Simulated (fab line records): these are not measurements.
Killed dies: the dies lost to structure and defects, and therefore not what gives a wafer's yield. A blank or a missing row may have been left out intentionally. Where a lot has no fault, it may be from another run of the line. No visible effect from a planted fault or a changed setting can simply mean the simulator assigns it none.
A sampling plan put to the test | flow gf180mcu | one fab line, 5 faults that these records tell of, each judged on the records of the lots that it struck
What counts as the plan is the set of the line's own looks, namely the steps on the route at which a gauge or an inspection reads a wafer and does not change it. Where struck wafers have a number at a look and the file lists that look's usual mean and standard deviation on fault-free wafers, the look can be judged. Caught: a look later than the fault's first step finds the struck wafers' mean 4 or more of those standard deviations (sigma) from the usual mean. On the tool: the fault's steps, tested the same way using the tool's own readings. If the struck wafers alone have a blank record, or they carry another recipe, that too counts as caught.

== THE FAULTS, as the simulator had put them in ==
1. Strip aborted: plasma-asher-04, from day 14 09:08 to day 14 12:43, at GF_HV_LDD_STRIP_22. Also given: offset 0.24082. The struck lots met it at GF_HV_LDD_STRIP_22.
2. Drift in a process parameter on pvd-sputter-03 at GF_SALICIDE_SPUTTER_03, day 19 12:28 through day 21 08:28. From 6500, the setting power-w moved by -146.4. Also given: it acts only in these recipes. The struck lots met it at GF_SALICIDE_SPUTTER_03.
3. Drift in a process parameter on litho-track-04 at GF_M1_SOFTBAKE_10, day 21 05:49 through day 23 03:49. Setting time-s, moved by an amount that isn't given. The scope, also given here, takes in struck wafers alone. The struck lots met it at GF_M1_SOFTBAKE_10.
4. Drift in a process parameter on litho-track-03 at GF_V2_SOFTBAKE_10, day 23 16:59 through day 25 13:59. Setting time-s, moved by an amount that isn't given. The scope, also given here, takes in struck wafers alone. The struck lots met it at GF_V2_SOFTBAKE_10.
5. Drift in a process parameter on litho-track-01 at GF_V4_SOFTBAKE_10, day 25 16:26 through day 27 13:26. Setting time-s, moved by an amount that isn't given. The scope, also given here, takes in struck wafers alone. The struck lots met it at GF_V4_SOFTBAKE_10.

== WHAT THE PLAN SAW ==
fault | on the tool itself                     | first look that catches it                      | reading, sigma | median hours from its first step to that look | hours from the fault's start to the first struck lot there | judged looks passed uncaught
1     | oes-product-au +32 sigma               | none of the 3 looks that can be judged after it | -              | -                                             | -                                                          | 3
2     | cathode-dc-power-W -99 or beyond sigma | no look after it can be judged                  | -              | -                                             | -                                                          | 0
3     | run-length-s +34 sigma                 | not the one look that can be judged after it    | -              | -                                             | -                                                          | 1
4     | heater-power-total-W +86 sigma         | no look after it can be judged                  | -              | -                                             | -                                                          | 0
5     | run-length-s +45 sigma                 | no look after it can be judged                  | -              | -                                             | -                                                          | 0
A dash: this means the fault isn't caught or the number doesn't appear in these records.

Caught at a look: 0 of 5. Caught on the tool: 5 of 5. By one or the other: 5 of 5.
Faults 1, 2, 3, 4, 5 were caught on the tool alone.
